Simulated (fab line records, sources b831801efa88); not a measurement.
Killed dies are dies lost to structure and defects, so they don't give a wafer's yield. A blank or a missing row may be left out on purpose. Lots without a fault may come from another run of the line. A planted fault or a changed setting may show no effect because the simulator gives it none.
fab line records | flow gf180mcu
record lots=24 wafers=72 last_day=34
route steps=602 shown V1@358 V2@398 V4@480 V5@543
lots that met no fault: from a run of the same line without faults
start_h: hours from the record's first day to the start of the lot's first wafer shown | wait_h: hours since the lot's step before | " the same as in the row above | L1.1+2: a row that stands for several wafers | - no value, or no start given | * or withheld: withheld | < > ~ a bound
route shown NAME@n: a module of which the file shows steps, and the number in the route of the first | usual: mean/standard deviation of fault-free wafers | same: alike in all rows | chamber/n: place in a boat | sites: the reading at each site | _std_site: their standard deviation | _edge_site: outer sites' mean less inner sites' | radius_mm: how far each site lies from the wafer's centre | mask NAME#n: copy n | behind: the tool/chamber that last shaped the wafer | hold: why the lot was held/for how many hours/how that ended | device: the transistor (n, p or np) that didn't switch | end of line: the same wafers' tests at the end of the route | a step without rows: its recipe alone | killed: dies lost to structure and defects at the first sort, not the wafer's yield | map: a wafer's dies, x killed, . not, _ none there
set.NAME: the setting as run; set.NAME@STEP: as run at that earlier step | model.NAME: the simulator's own value behind a step, which no gauge read
steps of the route over a sample of lots; a table a step, a row a wafer
services: from which hour (start_h, from the record's first day; less than 0 if before it) a tool's chamber was out of use, for how many hours, and why
## steps
# step GF_V1_CVD_23
# recipe material=W target_thk_nm=350 time_s=105.05 temp_c=400 pressure_torr=40
# usual heater_power_w=886/71
# columns lot.wafer tool chamber start_h wait_h heater_power_w
L074.3 cvd_w-02 0 410.00 0.1 882
L074.4 " 1 " " 881
L074.5 " 0 " " 869
L075.1 cvd_w-02 1 421.98 0.0 857
L075.4 " 1 " " 862
L075.5 " 1 " " 836
L076.2 cvd_w-01 1 428.69 0.0 790
L076.5 " 1 " " 799
L076.6 " 0 " " 952
L077.1 cvd_w-01 0 439.85 0.0 993
L077.5 " 0 " " 968
L077.6 " 1 " " 817
L078.3 cvd_w-02 1 447.66 0.1 869
L078.5 " 0 " " 873
L078.6 " 1 " " 866
L079.1 cvd_w-01 1 458.48 0.0 799
L079.3 " 0 " " 997
L079.6 " 1 " " 800
L080.2 cvd_w-01 0 468.39 0.0 972
L080.4 " 0 " " 985
L080.5 " 0 " " 997
L081.1 cvd_w-02 0 477.97 0.0 855
L081.2 " 1 " " 859
L081.4 " 0 " " 887
L082.3 cvd_w-01 0 489.52 0.1 975
L082.4 " 1 " " 790
L082.6 " 0 " " 1015
L083.1 cvd_w-01 0 490.49 0.0 988
L083.2 " 1 " " 796
L083.5 " 1 " " 801
L084.3 cvd_w-01 1 506.00 0.1 797
L084.5 " 1 " " 796
L084.6 " 0 " " 1026
L085.1 cvd_w-01 1 512.73 0.0 801
L085.2 " 0 " " 990
L085.3 " 1 " " 796
L086.2 cvd_w-02 1 521.34 0.0 866
L086.4 " 0 " " 866
L086.5 " 1 " " 843
L087.1 cvd_w-02 1 530.38 0.0 859
L087.3 " 1 " " 853
L087.6 " 1 " " 835
L088.1 cvd_w-01 1 538.40 0.0 799
L088.3 " 1 " " 810
L088.6 " 0 " " 988
L089.4 cvd_w-01 0 547.08 0.1 994
L089.5 " 1 " " 811
L089.6 " 0 " " 979
L090.1 cvd_w-02 1 552.39 0.0 867
L090.2 " 0 " " 898
L090.4 " 1 " " 853
L091.1 cvd_w-01 1 561.89 0.0 814
L091.5 " 0 " " 994
L091.6 " 1 " " 796
L092.2 cvd_w-02 1 567.37 0.0 869
L092.4 " 1 " " 870
L092.5 " 0 " " 899
L093.1 cvd_w-01 0 572.38 0.0 1000
L093.2 " 1 " " 828
L093.6 " 0 " " 1000
L094.2 cvd_w-02 0 578.33 0.0 886
L094.3 " 1 " " 864
L094.4 " 0 " " 883
L095.1 cvd_w-02 1 586.88 0.0 843
L095.4 " 0 " " 878
L095.5 " 0 " " 908
L096.3 cvd_w-02 1 597.18 0.1 869
L096.4 " 0 " " 877
L096.6 " 0 " " 879
L097.2 cvd_w-01 1 607.52 0.0 838
L097.3 " 1 " " 790
L097.6 " 1 " " 840
# step GF_V2_ETCH_16
# recipe chemistry=N2/H2 target_depth_a=withheld overetch_a=withheld time_s=withheld target=BARC ion_energy_ev=200 source_w=500 bias_w=100 pressure_mtorr=30 n2_flow_sccm=100 h2_flow_sccm=200
# usual bias_w=100.01/0.3 drypump_motor_current_A=5.7/0.44 h2_flow_sccm=200.0/0.62 oes_product_au=0.856/0.0048 rf_fwd_power_W=494.5/2 throttle_valve_pct=13.224/0.0092
# columns lot.wafer tool chamber start_h wait_h bias_w drypump_motor_current_A h2_flow_sccm oes_product_au rf_fwd_power_W throttle_valve_pct
L074.3 rie_diel-02 1 461.88 0.0 99.84 6.7 201.5 0.860 491.0 13.232
L074.4 " 2 " " 100.19 5.8 200.2 0.849 495.6 13.225
L074.5 " 3 " " 99.57 6.1 199.1 0.854 496.5 13.220
L075.1 rie_diel-04 2 473.53 0.0 100.14 5.1 199.9 0.862 492.7 13.224
L075.4 " 0 " " 99.41 5.3 200.1 0.856 495.2 13.216
L075.5 " 1 " " 100.07 5.9 199.6 0.854 495.1 13.217
L076.2 rie_diel-04 0 480.02 0.0 99.71 5.3 198.6 0.859 493.1 13.220
L076.5 " 3 " " 99.70 5.2 199.8 0.853 495.0 13.224
L076.6 " 0 " " 100.06 5.3 198.5 0.854 490.5 13.220
L077.1 rie_diel-01 3 491.38 0.0 100.08 5.8 199.4 0.857 489.6 13.219
L077.5 " 3 " " 99.58 5.8 199.9 0.862 492.3 13.236
L077.6 " 0 " " 100.06 5.6 200.4 0.858 492.5 13.221
L078.3 rie_diel-01 0 498.67 0.0 100.25 5.6 199.5 0.859 493.4 13.222
L078.5 " 1 " " 100.25 5.6 200.0 0.860 494.3 13.218
L078.6 " 0 " " 100.15 5.6 199.9 0.856 493.4 13.235
L079.1 rie_diel-02 2 508.88 0.0 100.00 5.8 199.7 0.856 493.6 13.215
L079.3 " 0 " " 100.07 5.7 200.5 0.858 495.9 13.246
L079.6 " 0 " " 99.79 5.7 200.7 0.857 496.7 13.236
L080.2 rie_diel-01 1 518.13 0.0 99.32 5.6 199.2 0.851 494.5 13.232
L080.4 " 3 " " 99.96 5.8 200.5 0.848 491.6 13.213
L080.5 " 0 " " 99.72 5.6 200.4 0.854 492.2 13.235
L081.1 rie_diel-02 3 527.98 0.0 100.15 6.1 199.9 0.849 497.0 13.220
L081.2 " 0 " " 100.24 5.7 200.3 0.853 495.2 13.225
L081.4 " 0 " " 99.99 5.7 201.0 0.857 495.5 13.239
L082.3 rie_diel-01 0 538.02 0.0 99.81 5.6 199.9 0.855 494.4 13.222
L082.4 " 2 " " 100.68 6.0 199.3 0.850 495.1 13.221
L082.6 " 2 " " 100.57 6.0 199.7 0.855 494.3 13.241
L083.1 rie_diel-02 2 539.47 0.0 100.10 5.8 200.0 0.854 496.2 13.244
L083.2 " 1 " " 99.67 6.7 200.6 0.845 494.2 13.239
L083.5 " 2 " " 100.60 5.8 200.1 0.857 498.6 13.219
L084.3 rie_diel-04 1 554.37 0.0 99.43 5.8 200.6 0.857 497.4 13.213
L084.5 " 0 " " 100.25 5.3 199.6 0.855 492.5 13.224
L084.6 " 1 " " 100.17 5.8 200.0 0.850 494.9 13.211
L085.1 rie_diel-04 0 559.93 0.0 99.48 5.4 200.0 0.853 495.6 13.223
L085.2 " 3 " " 100.19 5.1 200.1 0.857 495.9 13.213
L085.3 " 1 " " 100.16 5.8 200.5 0.860 494.3 13.220
L086.2 rie_diel-02 1 566.98 0.0 100.13 6.7 199.7 0.865 493.0 13.221
L086.4 " 0 " " 99.90 5.8 199.9 0.862 496.2 13.227
L086.5 " 0 " " 100.16 5.7 200.1 0.855 495.8 13.233
L087.1 rie_diel-01 2 574.97 0.0 100.16 6.0 199.0 0.853 493.3 13.249
L087.3 " 3 " " 100.10 5.7 200.0 0.850 493.4 13.194
L087.6 " 0 " " 100.21 5.6 200.5 0.854 491.6 13.210
L088.1 rie_diel-04 1 584.58 0.0 100.19 5.8 200.1 0.857 494.0 13.220
L088.3 " 3 " " 100.23 5.1 200.5 0.849 495.5 13.220
L088.6 " 1 " " 100.23 5.8 199.5 0.847 494.4 13.230
L089.4 rie_diel-01 1 593.73 0.0 100.06 5.6 200.3 0.857 494.5 13.226
L089.5 " 1 " " 100.06 5.6 201.0 0.865 494.5 13.212
L089.6 " 0 " " 100.14 5.6 200.4 0.852 492.3 13.217
L090.1 rie_diel-02 2 594.68 0.0 99.71 5.8 199.4 0.856 496.7 13.224
L090.2 " 1 " " 100.50 6.7 200.3 0.858 493.8 13.226
L090.4 " 3 " " 99.93 6.1 199.3 0.852 493.7 13.208
L091.1 rie_diel-02 0 606.08 0.0 100.28 5.8 200.4 0.854 496.2 13.225
L091.5 " 1 " " 100.09 6.7 199.8 0.848 492.6 13.228
L091.6 " 0 " " 100.25 5.7 201.6 0.853 496.5 13.220
L092.2 rie_diel-02 0 611.98 0.0 99.39 5.7 201.1 0.868 497.2 13.231
L092.4 " 1 " " 100.13 6.6 200.8 0.861 493.4 13.211
L092.5 " 0 " " 99.73 5.7 199.5 0.853 497.4 13.224
L093.1 rie_diel-01 0 617.07 0.0 99.89 5.6 199.0 0.854 491.4 13.226
L093.2 " 3 " " 100.63 5.8 198.9 0.854 493.3 13.218
L093.6 " 1 " " 99.77 5.6 199.1 0.852 492.4 13.226
L094.2 rie_diel-02 1 622.87 0.0 99.95 6.7 200.2 0.854 490.9 13.227
L094.3 " 0 " " 99.97 5.8 199.4 0.858 497.9 13.227
L094.4 " 2 " " 100.20 5.8 200.7 0.854 496.6 13.232
L095.1 rie_diel-04 0 629.77 0.0 100.01 5.4 199.3 0.850 495.8 13.210
L095.4 " 3 " " 100.00 5.1 199.2 0.865 497.2 13.231
L095.5 " 3 " " 100.05 5.1 201.3 0.855 496.3 13.236
L096.3 rie_diel-04 0 640.48 0.0 99.91 5.3 199.6 0.850 496.2 13.227
L096.4 " 2 " " 100.29 5.1 199.8 0.857 494.1 13.222
L096.6 " 2 " " 100.59 5.1 199.1 0.861 494.6 13.221
L097.2 rie_diel-04 3 649.03 0.0 100.08 5.1 200.3 0.852 496.5 13.232
L097.3 " 2 " " 99.57 5.1 199.3 0.850 494.1 13.242
L097.6 " 3 " " 100.67 5.1 199.9 0.849 498.6 13.221
# step GF_V4_CMP_04
# recipe material=SiO2 down_force_psi=4 platen_rpm=60 pad_velocity_m_s=0.94248
# usual motor_current_A=12.7/1.2 time_to_endpoint_s=81/5.9
# columns lot.wafer tool chamber start_h wait_h motor_current_A time_to_endpoint_s
L074.3 cmp-01 2 539.85 1.0 13.6 73
L074.4 " 0 " " 10.8 84
L074.5 " 2 " " 13.5 73
L075.4 cmp-02 1 549.99 0.1 14.7 85
L075.1 " 3 " " 12.4 80
L075.5 " 0 " " 12.1 81
L076.2 cmp-01 0 554.99 0.0 11.2 73
L076.6 " 0 " " 10.8 78
L076.5 " 1 " " 11.5 80
L077.1 cmp-02 2 566.22 0.1 12.9 87
L077.5 " 0 " " 12.1 85
L077.6 " 1 " " 14.6 85
L078.3 cmp-01 3 572.23 0.0 13.1 72
L078.5 " 3 " " 14.1 83
L078.6 " 0 " " 10.4 82
L079.3 cmp-02 1 578.92 0.3 14.4 74
L079.1 " 0 " " 11.9 74
L079.6 " 1 " " 13.6 75
L080.4 cmp-02 2 588.93 0.0 13.6 81
L080.2 " 0 " " 12.3 67
L080.5 " 3 " " 12.1 77
L081.2 cmp-02 3 597.63 0.0 13.1 80
L081.4 " 1 " " 13.5 78
L081.1 " 2 " " 12.5 74
L082.3 cmp-01 2 608.52 0.1 13.6 71
L082.4 " 0 " " 10.8 83
L082.6 " 1 " " 10.8 85
L083.1 cmp-02 3 610.04 0.1 13.2 78
L083.2 " 0 " " 11.8 72
L083.5 " 3 " " 13.4 85
L084.3 cmp-01 3 622.86 0.1 13.6 78
L084.5 " 1 " " 11.4 75
L084.6 " 2 " " 13.2 78
L085.3 cmp-02 0 628.01 0.0 12.4 70
L085.2 " 1 " " 14.4 74
L085.1 " 2 " " 12.7 75
L086.4 cmp-02 3 635.78 0.1 12.4 85
L086.2 " 0 " " 12.3 74
L086.5 " 3 " " 13.7 87
L087.1 cmp-01 0 643.09 0.1 11.1 78
L087.3 " 2 " " 14.0 84
L087.6 " 1 " " 11.4 80
L088.1 cmp-01 3 651.90 0.1 13.2 85
L088.3 " 0 " " 11.6 82
L088.6 " 2 " " 13.2 90
L089.4 cmp-01 2 661.33 0.2 13.8 84
L089.6 " 3 " " 13.2 86
L089.5 " 0 " " 10.8 93
L090.1 cmp-01 2 661.78 0.1 13.9 84
L090.4 " 3 " " 13.8 86
L090.2 " 1 " " 11.6 81
L091.1 cmp-02 0 671.50 0.1 11.7 76
L091.5 " 2 " " 13.8 85
L091.6 " 3 " " 13.7 92
L092.2 cmp-01 1 678.03 0.1 11.1 85
L092.4 " 3 " " 13.4 80
L092.5 " 0 " " 11.2 84
L093.2 cmp-01 0 682.03 0.0 11.1 86
L093.1 " 1 " " 11.5 84
L093.6 " 0 " " 10.4 91
L094.4 cmp-02 2 687.85 0.1 12.8 87
L094.2 " 3 " " 13.4 79
L094.3 " 0 " " 12.6 72
L095.1 cmp-01 0 693.18 0.1 11.2 83
L095.4 " 3 " " 13.3 90
L095.5 " 1 " " 11.9 92
L096.4 cmp-02 1 703.89 0.0 14.0 83
L096.3 " 2 " " 13.8 78
L096.6 " 1 " " 14.4 86
L097.3 cmp-01 3 710.69 0.1 13.2 84
L097.2 " 0 " " 10.9 92
L097.6 " 2 " " 12.7 95
# step GF_V4_CD_MEAS_14
# recipe target_cd_nm=260
# usual cd_nm=260.3/0.99
# columns lot.wafer tool chamber start_h wait_h cd_nm
L074.3 cd_sem-02 - 562.07 0.2 261.7
L074.4 " - " " 259.7
L074.5 " - " " 259.7
L075.1 cd_sem-01 - 571.12 0.1 258.8
L075.4 " - " " 259.2
L075.5 " - " " 260.5
L076.2 cd_sem-01 - 574.54 0.1 258.7
L076.5 " - " " 259.7
L076.6 " - " " 259.9
L077.1 cd_sem-01 - 587.52 0.1 261.4
L077.5 " - " " 261.3
L077.6 " - " " 261.6
L078.3 cd_sem-02 - 593.81 0.1 261.8
L078.5 " - " " 260.4
L078.6 " - " " 261.7
L079.1 cd_sem-01 - 600.77 0.1 259.5
L079.3 " - " " 258.4
L079.6 " - " " 258.0
L080.2 cd_sem-02 - 609.94 0.1 261.5
L080.4 " - " " 261.7
L080.5 " - " " 261.0
L081.1 cd_sem-02 - 618.52 0.1 260.6
L081.2 " - " " 260.3
L081.4 " - " " 260.7
L082.3 cd_sem-01 - 629.30 0.1 258.8
L082.4 " - " " 260.7
L082.6 " - " " 260.1
L083.1 cd_sem-01 - 630.57 0.1 258.9
L083.2 " - " " 260.3
L083.5 " - " " 259.7
L084.3 cd_sem-01 - 643.06 0.1 258.9
L084.5 " - " " 258.6
L084.6 " - " " 259.5
L085.1 cd_sem-01 - 648.34 0.2 260.9
L085.2 " - " " 260.8
L085.3 " - " " 261.9
L086.2 cd_sem-01 - 656.74 0.1 260.4
L086.4 " - " " 259.3
L086.5 " - " " 260.3
L087.1 cd_sem-01 - 663.57 0.1 260.2
L087.3 " - " " 259.5
L087.6 " - " " 259.6
L088.1 cd_sem-01 - 671.36 0.1 260.1
L088.3 " - " " 261.2
L088.6 " - " " 260.9
L089.4 cd_sem-01 - 680.18 0.1 259.2
L089.5 " - " " 260.5
L089.6 " - " " 259.4
L090.1 cd_sem-01 - 681.07 0.1 259.0
L090.2 " - " " 260.2
L090.4 " - " " 260.0
L091.1 cd_sem-01 - 689.76 0.1 259.4
L091.5 " - " " 259.5
L091.6 " - " " 260.5
L092.2 cd_sem-02 - 697.79 0.1 261.9
L092.4 " - " " 260.1
L092.5 " - " " 261.2
L093.1 cd_sem-01 - 701.21 0.1 260.6
L093.2 " - " " 261.8
L093.6 " - " " 260.3
L094.2 cd_sem-02 - 706.13 0.1 260.4
L094.3 " - " " 262.0
L094.4 " - " " 259.8
L095.1 cd_sem-01 - 711.82 0.1 260.2
L095.4 " - " " 261.4
L095.5 " - " " 262.0
L096.3 cd_sem-02 - 722.40 0.1 261.1
L096.4 " - " " 260.4
L096.6 " - " " 261.0
L097.2 cd_sem-01 - 728.28 0.1 260.0
L097.3 " - " " 260.6
L097.6 " - " " 260.1
# step GF_V4_SPUTTER_21
# recipe material=Ti target_thk_nm=15 chamber_pressure_pa=5 power_w=2500 substrate_temp_c=200 time_s=80.02
# usual throttle_valve_pct=29.9/1.2
# columns lot.wafer tool chamber start_h wait_h throttle_valve_pct
L074.3 pvd_sputter-04 - 562.85 0.0 29.7
L074.4 " - " " 31.6
L074.5 " - " " 31.3
L075.1 pvd_sputter-01 - 572.01 0.0 28.0
L075.4 " - " " 27.9
L075.5 " - " " 28.2
L076.2 pvd_sputter-04 - 575.34 0.0 31.9
L076.5 " - " " 30.5
L076.6 " - " " 29.6
L077.1 pvd_sputter-01 - 588.68 0.0 30.6
L077.5 " - " " 28.0
L077.6 " - " " 28.3
L078.3 pvd_sputter-01 - 595.02 0.0 28.1
L078.5 " - " " 29.6
L078.6 " - " " 28.0
L079.1 pvd_sputter-03 - 601.62 0.0 30.3
L079.3 " - " " 29.5
L079.6 " - " " 29.6
L080.2 pvd_sputter-01 - 610.74 0.0 28.1
L080.4 " - " " 28.3
L080.5 " - " " 28.4
L081.1 pvd_sputter-03 - 619.38 0.0 30.7
L081.2 " - " " 30.2
L081.4 " - " " 30.4
L082.3 pvd_sputter-04 - 630.11 0.0 30.4
L082.4 " - " " 29.7
L082.6 " - " " 29.8
L083.1 pvd_sputter-03 - 631.40 0.0 30.4
L083.2 " - " " 30.4
L083.5 " - " " 30.3
L084.3 pvd_sputter-01 - 643.84 0.0 28.1
L084.5 " - " " 28.2
L084.6 " - " " 28.0
L085.1 pvd_sputter-03 - 649.23 0.0 30.0
L085.2 " - " " 30.5
L085.3 " - " " 29.7
L086.2 pvd_sputter-01 - 657.56 0.0 28.1
L086.4 " - " " 29.8
L086.5 " - " " 30.6
L087.1 pvd_sputter-03 - 664.39 0.0 30.1
L087.3 " - " " 30.0
L087.6 " - " " 30.0
L088.1 pvd_sputter-01 - 672.19 0.0 28.0
L088.3 " - " " 29.6
L088.6 " - " " 29.7
L089.4 pvd_sputter-01 - 680.94 0.0 30.5
L089.5 " - " " 28.0
L089.6 " - " " 29.6
L090.1 pvd_sputter-01 - 681.89 0.0 28.2
L090.2 " - " " 27.7
L090.4 " - " " 30.7
L091.1 pvd_sputter-04 - 690.61 0.0 30.3
L091.5 " - " " 31.6
L091.6 " - " " 29.9
L092.2 pvd_sputter-03 - 698.59 0.0 30.1
L092.4 " - " " 30.3
L092.5 " - " " 30.3
L093.1 pvd_sputter-04 - 702.03 0.0 31.7
L093.2 " - " " 30.4
L093.6 " - " " 31.5
L094.2 pvd_sputter-01 - 706.93 0.0 29.5
L094.3 " - " " 28.1
L094.4 " - " " 30.2
L095.1 pvd_sputter-04 - 712.65 0.0 29.5
L095.4 " - " " 30.7
L095.5 " - " " 31.5
L096.3 pvd_sputter-01 - 723.29 0.0 30.4
L096.4 " - " " 28.2
L096.6 " - " " 28.4
L097.2 pvd_sputter-04 - 729.43 0.0 31.9
L097.3 " - " " 29.5
L097.6 " - " " 29.5
# step GF_V5_THK_MEAS_03
# recipe reads=SiO2_of_V5_CVD_02
# usual V5_CVD_02_THK=1458/19
# columns lot.wafer tool chamber start_h wait_h V5_CVD_02_THK[nm]
L074.3 film_metro-02 - 608.00 0.1 1430
L074.4 " - " " 1442
L074.5 " - " " 1452
L075.1 film_metro-03 - 616.47 0.1 1439
L075.4 " - " " 1461
L075.5 " - " " 1472
L076.2 film_metro-02 - 619.38 0.1 1434
L076.5 " - " " 1459
L076.6 " - " " 1476
L077.1 film_metro-02 - 633.71 0.1 1452
L077.5 " - " " 1452
L077.6 " - " " 1458
L078.3 film_metro-02 - 639.19 0.1 1454
L078.5 " - " " 1498
L078.6 " - " " 1470
L079.1 film_metro-02 - 645.17 0.1 1434
L079.3 " - " " 1456
L079.6 " - " " 1485
L080.2 film_metro-02 - 654.02 0.1 1447
L080.4 " - " " 1470
L080.5 " - " " 1462
L081.1 film_metro-01 - 662.91 0.1 1467
L081.2 " - " " 1452
L081.4 " - " " 1491
L082.3 film_metro-01 - 671.47 0.1 1458
L082.4 " - " " 1469
L082.6 " - " " 1454
L083.1 film_metro-01 - 672.13 0.1 1436
L083.2 " - " " 1437
L083.5 " - " " 1467
L084.3 film_metro-02 - 685.87 0.1 1450
L084.5 " - " " 1471
L084.6 " - " " 1463
L085.1 film_metro-03 - 689.86 0.1 1441
L085.2 " - " " 1454
L085.3 " - " " 1432
L086.2 film_metro-01 - 698.32 0.1 1449
L086.4 " - " " 1469
L086.5 " - " " 1455
L087.1 film_metro-03 - 705.06 0.1 1437
L087.3 " - " " 1454
L087.6 " - " " 1464
L088.1 film_metro-02 - 711.21 0.1 1412
L088.3 " - " " 1419
L088.6 " - " " 1457
L089.4 film_metro-01 - 719.85 0.0 1460
L089.5 " - " " 1461
L089.6 " - " " 1453
L090.1 film_metro-01 - 722.67 0.1 1431
L090.2 " - " " 1446
L090.4 " - " " 1470
L091.1 film_metro-02 - 729.01 0.1 1449
L091.5 " - " " 1498
L091.6 " - " " 1489
L092.2 film_metro-03 - 737.35 0.1 1428
L092.4 " - " " 1461
L092.5 " - " " 1448
L093.1 film_metro-03 - 739.92 0.1 1437
L093.2 " - " " 1445
L093.6 " - " " 1457
L094.2 film_metro-02 - 744.16 0.1 1456
L094.3 " - " " 1460
L094.4 " - " " 1471
L095.1 film_metro-01 - 749.87 0.1 1475
L095.4 " - " " 1504
L095.5 " - " " 1494
L096.3 film_metro-03 - 759.86 0.1 1461
L096.4 " - " " 1484
L096.6 " - " " 1470
L097.2 film_metro-01 - 764.77 0.1 1449
L097.3 " - " " 1461
L097.6 " - " " 1476
## services
# columns tool chamber start_h hours kind
cvd_w-01 - 390.00 14.0 pm
cmp-01 - 395.47 5.5 repair
cmp-01 - 404.18 4.0 pm
cmp-01 - 410.66 2.5 repair
pvd_sputter-01 - 422.17 4.4 repair
cmp-01 - 451.12 1.4 repair
cvd_w-01 - 459.90 1.5 repair
cvd_w-01 - 469.75 15.5 repair
cmp-01 - 491.79 2.1 repair
cmp-01 - 500.02 3.5 pm
cvd_w-02 - 508.88 6.0 pm
cmp-02 - 513.63 0.5 repair
cvd_w-01 - 522.43 1.4 repair
cvd_w-02 - 544.01 6.9 pm
cmp-02 - 572.14 4.0 pm
cmp-01 - 578.35 1.0 repair
pvd_sputter-01 - 589.97 2.3 repair
cvd_w-01 - 613.89 0.7 repair
pvd_sputter-01 - 623.24 3.1 repair
cmp-02 - 623.56 4.3 repair
cmp-01 - 623.58 1.3 repair
cmp-01 - 629.05 3.9 repair
cvd_w-01 - 665.84 2.5 repair
cmp-01 - 666.14 2.9 pm
## key
fault none
